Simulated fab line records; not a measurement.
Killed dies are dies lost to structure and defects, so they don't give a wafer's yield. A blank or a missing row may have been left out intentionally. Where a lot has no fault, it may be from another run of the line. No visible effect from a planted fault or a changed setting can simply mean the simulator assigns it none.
Comparing a struck lot with a sound one / flow sky130 / 44 out of 708 route steps
Sound: the wafers L974.1, L974.2, L974.3. The struck wafers were L983.1, L983.2, L983.4. The cause is named last.
Order at every step that has rows: each side's tool, ch and its chambers, its first start. Under that, the readings that differ: sound wafers / struck wafers / difference of the means / sigmas: that difference in standard deviations of wafers without a fault.
alike: a reading whose means differ by less than 2 such deviations, as well as words and numbers matching on both sides. not compared: withheld readings; readings where some wafer has no value; bounds like >300 that might hide an equal value; numbers whose values overlap and for which the record gives no deviation.
Wherever a step has rows on one side only, a row that says differs or no value, or a row with sigmas, the two part there. When numbers do not overlap yet have no deviation, they are printed without sigmas and do not part them. A reading missing from all wafers of one side parts the sides only when that side holds two or more wafers.

SKY_FIELD_ISO_STRIP_16: strips in O2/N2.
  sound on plasma asher-04 ch 0,1, day 3 16:57; struck on plasma asher-01 ch 0,1, day 5 16:42
  alike: drypump motor current A, oes product au, strip time to endpoint s
  not compared: rf hours counter h
SKY_FIELD_ISO_ETCH_17: etches Si in HBr/Cl2/O2, target depth 342 nm, time 97.7 s.
  sound on rie si-01 ch 0,2,3, day 3 17:03; struck on rie si-01 ch 1,3, day 5 16:48
  alike: drypump motor current A, oes product au, run length s, throttle valve pct
  not compared: rf hours counter h
then, 5 steps without rows for these wafers: SKY_FIELD_ISO_WET_ETCH_18 (etches Si3N4 in H3PO4, target depth 25 nm, time 286 s); SKY_FIELD_ISO_CLEAN_19 (cleans in SC1/SC2, time 150 s); SKY_FIELD_ISO_CLEAN_20 (cleans in dHF, time 20 s); SKY_FIELD_ISO_WET_ETCH_21 (etches SiO2 in dHF, target depth 20 nm, time 400 s); SKY_FIELD_ISO_OXIDATION_22 (stabilise 600 s, purge 300 s, target thk 10 nm).
SKY_FIELD_ISO_THK_MEAS_23:
  sound: film metro-04 at day 3 20:50; struck: film metro-02 at day 5 20:42
  alike: FIELD_ISO_OXIDATION_01_THK
then, 1 step without rows for these wafers: SKY_FIELD_ISO_CVD_24 (deposits SiO2, target thk 595 nm, time 99.2 s).
SKY_FIELD_ISO_THK_MEAS_25:
  sound: film metro-04 at day 3 21:02; struck: film metro-04 at day 5 20:50
  alike: FIELD_ISO_CVD_24_THK
then, 1 step without rows for these wafers: SKY_FIELD_ISO_ANNEAL_26 (time 1800 s).
SKY_FIELD_ISO_CMP_27: polishes, stops on Si3N4, t overpolish 16 s, target thk 457.8 nm.
  sound on cmp-02 ch 1,2,3, day 4 01:11; struck on cmp-01 ch 0,1,3, day 5 23:43
  alike: motor current A, overpolish run s, platen rpm, time to endpoint s
SKY_FIELD_ISO_WET_ETCH_28: etches SiO2 in dHF, target depth 23.7 nm, time 47 s.
  sound on wet bench-03 ch 0, day 4 01:29; struck on wet bench-02 ch 1, day 6 00:01
reading=run length s (s); sound=72 72 72; struck=43 43 43; difference=-29; sigmas=-9
reading=model.SiO2_of_FIELD_ISO_CVD_24.thk nm (nm); sound=435.9 434.8 436; struck=450.6 453.2 452.2; difference=+16.4; sigmas=
then, 4 steps without rows for these wafers: SKY_FIELD_ISO_WET_ETCH_29 (etches Si3N4 in H3PO4, target depth 160 nm, time 1825 s); SKY_FIELD_ISO_WET_ETCH_30 (etches SiO2 in dHF, target depth 25 nm, time 50 s); SKY_NWELL_CLEAN_00 (cleans in SC1/SC2, time 150 s); SKY_NWELL_OXIDATION_01 (stabilise 600 s, purge 300 s, target thk 10 nm).
SKY_NWELL_THK_MEAS_02:
  sound: film metro-02 at day 4 04:06; struck: film metro-01 at day 6 03:37
  alike: NWELL_OXIDATION_THK
then, 8 steps without rows for these wafers: SKY_DNWELL_DEHYDRATE_00 (time 60 s); SKY_DNWELL_HMDS_01 (prime time 60 s); SKY_DNWELL_COAT_02 (resist thk 3000 nm); SKY_DNWELL_SOFTBAKE_03; SKY_DNWELL_EXPOSE_04 (exposes mask DNM, target cd 3000 nm); SKY_DNWELL_PEB_05; SKY_DNWELL_DEVELOP_06 (develop time 60 s); SKY_DNWELL_IMPLANT_07.
SKY_DNWELL_STRIP_08: strips in O2/N2.
  sound on plasma asher-02 ch 0,1, day 4 20:22; struck on plasma asher-03 ch 0,1, day 6 21:58
  alike: drypump motor current A, oes product au, strip time to endpoint s
  not compared: rf hours counter h
SKY_DNWELL_TW_MEAS_09:
  sound: film metro-01 at day 4 20:28; struck: film metro-02 at day 6 22:04
  alike: DNWELL_TW
then, 7 steps without rows for these wafers: SKY_PWDE_DEHYDRATE_00 (time 60 s); SKY_PWDE_HMDS_01 (prime time 60 s); SKY_PWDE_COAT_02 (resist thk 3000 nm); SKY_PWDE_SOFTBAKE_03; SKY_PWDE_EXPOSE_04 (exposes mask PWDEM, target cd 840 nm); SKY_PWDE_PEB_05; SKY_PWDE_DEVELOP_06 (develop time 60 s).
SKY_PWDE_OVL_MEAS_07:
  sound: overlay-01 at day 5 13:28; struck: overlay-02 at day 7 18:05
  alike: PWDE_OVL
next, for these wafers, 1 step has no rows: SKY_PWDE_IMPLANT_08.
SKY_PWDE_STRIP_09: strips in O2/N2.
  sound on plasma asher-01 ch 0,1, day 5 13:39; struck on plasma asher-04 ch 0,1, day 7 18:17
  alike: drypump motor current A, oes product au, strip time to endpoint s
  not compared: rf hours counter h
SKY_PWDE_TW_MEAS_10:
  sound: film metro-02 at day 5 13:45; struck: film metro-03 at day 7 18:23
reading=PWDE_TW; sound=377.9 377.3 375.5; struck=370.9 370.8 371.9; difference=-5.7; sigmas=-3
then, 3 steps without rows for these wafers: SKY_NWELL_DEHYDRATE_03 (time 60 s); SKY_NWELL_HMDS_04 (prime time 60 s); SKY_NWELL_COAT_05 (resist thk 3000 nm).
-- the record jumps here: 26 days lie between the struck wafers' starts before and after (it left off in module NWELL and takes up again in module SALICIDE, whose first step shown is number 361 of the route) --
SKY_SALICIDE_CLEAN_00: cleans in HF-last, time 30 s.
  sound on wet bench-02 ch 2, day 30 07:29; struck on wet bench-03 ch 0, day 33 08:34
reading=model.SiO2_of_FIELD_ISO_CVD_24.thk nm (nm); sound=360.8 359.6 360.9; struck=376.4 378.5 377.5; difference=+17.0; sigmas=
-- the record jumps here: 16 days lie between the struck wafers' starts before and after (it left off in module SALICIDE and takes up again in module PAD_OPEN, whose first step shown is number 708 of the route) --
SKY_PAD_OPEN_PROBE_99:
  sound: prober-02 at day 47 11:58; struck: prober-02 at day 49 11:55
reading=model.etest.pfet_16v.r on ohm um; sound=1.528e+04 1.521e+04 1.522e+04; struck=1.594e+04 1.558e+04 1.548e+04; difference=+4.300e+02; sigmas=
reading=model.etest.pfet_16v.drive ua um; sound=247.4 247.2 246; struck=238.2 241.9 245.3; difference=-5.1; sigmas=
reading=model.etest.res nwell.width nm (nm); sound=833.6 833.8 832.7; struck=850.7 843.4 851.1; difference=+15.0; sigmas=
  alike: killed_at_M0_to_M3, killed_at_M4_up, killed at contacts, killed at front end, killed at other, killed dies, killed open, killed short
  not compared: model.etest.res_p_drift_20v.line ohm um, model.etest.res_p_drift_20v.rs ohm sq, model.etest.res iso pwell.rs ohm sq, model.etest.res iso pwell.line ohm um, model.etest.res nwell.rs ohm sq

## WHERE THEY PART
Earliest at SKY_FIELD_ISO_WET_ETCH_28; latest, in this record, at SKY_PWDE_TW_MEAS_10. Later steps at which nothing parts them and some readings are alike: SKY_PAD_OPEN_PROBE_99.

WHY: what the simulator had put in
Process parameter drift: wet bench-02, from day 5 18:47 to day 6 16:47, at SKY_FIELD_ISO_WET_ETCH_28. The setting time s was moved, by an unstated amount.
